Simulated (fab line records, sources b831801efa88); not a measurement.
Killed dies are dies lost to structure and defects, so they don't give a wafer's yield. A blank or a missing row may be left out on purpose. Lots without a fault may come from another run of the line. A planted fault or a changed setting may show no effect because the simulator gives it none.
One fault seen from 2 desks | flow gf180mcu | each desk has only its own numbers; what lay behind them comes last

THE TOOL OWNER'S DESK: litho_track-01
The tool's own readings at GF_PSD_SOFTBAKE_03 (time 60 s): means of the sampled wafers that have a number, for each lot that ran on this tool. A lot is out of limits, marked OUT, if its mean lies more than 4 standard deviations from the usual mean; the brackets give that distance.
Columns: A = heater_power_total_W at GF_PSD_SOFTBAKE_03, usual 56.59 W; B = run_length_s at GF_PSD_SOFTBAKE_03, usual 89.22 s
lot  | first seen here | A               | B
L228 | day 15 08:41    | 56.60           | 89.00
L234 | day 17 15:09    | 56.62           | 88.89
L235 | day 18 00:32    | 57.34 (+16) OUT | 86.44 (-13) OUT
L236 | day 18 07:39    | 57.34 (+16) OUT | 86.39 (-13) OUT
This desk's finding: out of limits on L235, L236; first on L235, day 18 00:32 (heater_power_total_W at GF_PSD_SOFTBAKE_03). In limits: L228, L234.

THE METROLOGY DESK
What the gauges read, lot by lot, whatever tool the lot ran on: means of the sampled wafers that have a number. A lot is out of limits, marked OUT, if its mean lies more than 4 standard deviations from the usual mean; the brackets give that distance.
Columns: A = HV_LDD_2_TW at GF_HV_LDD_TW_MEAS_23, usual 1054; B = cd_nm at GF_HV_LDD_CD_MEAS_31, usual 399.7 nm; C = HV_LDD_4_TW at GF_HV_LDD_TW_MEAS_50, usual 567.6
lot  | first seen here | A    | B     | C
L223 | day 10 20:58    | 1056 | 399.0 | 566.7
L225 | day 11 09:53    | 1052 | 397.0 | 565.7
L227 | day 12 02:29    | 1055 | 397.7 | 565.5
L228 | day 12 04:42    | 1055 | 396.7 | 565.8
L229 | day 12 15:08    | 1055 | 397.0 | 569.7
L231 | day 13 04:32    | 1051 | 399.3 | 563.1
L233 | day 14 02:05    | 1051 | 400.1 | 566.5
L234 | day 14 06:22    | 1061 | 402.0 | 568.4
L235 | day 14 15:25    | 1053 | 399.8 | 569.8
L236 | day 14 20:49    | 1055 | 402.5 | 570.7
L238 | day 15 14:31    | 1051 | 399.7 | 572.4
L243 | day 17 11:19    | 1055 | 398.2 | 565.5
L246 | day 18 04:49    | 1059 | 401.7 | 566.3
L245 | day 18 07:55    | 1051 | 399.6 | 568.3
This desk's finding: nothing out of limits on any of the 14 lots.

PUT TOGETHER
The tool owner's desk could have raised an alarm at day 18 00:32, on L235, L236.
The metrology desk saw nothing out of limits.
The metrology desk has L235, L236 on record, within its limits.
Of the lots named, all ran GF_PSD_SOFTBAKE_03 on litho_track-01.

WHAT THE SIMULATOR HAD PUT IN
Process parameter drift: litho_track-01, from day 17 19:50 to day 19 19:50, at GF_PSD_SOFTBAKE_03. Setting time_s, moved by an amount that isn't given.
Lots struck among those shown: L235, L236.
Hours from the fault's start to each desk's first reading out of limits: the tool owner's desk, 5.
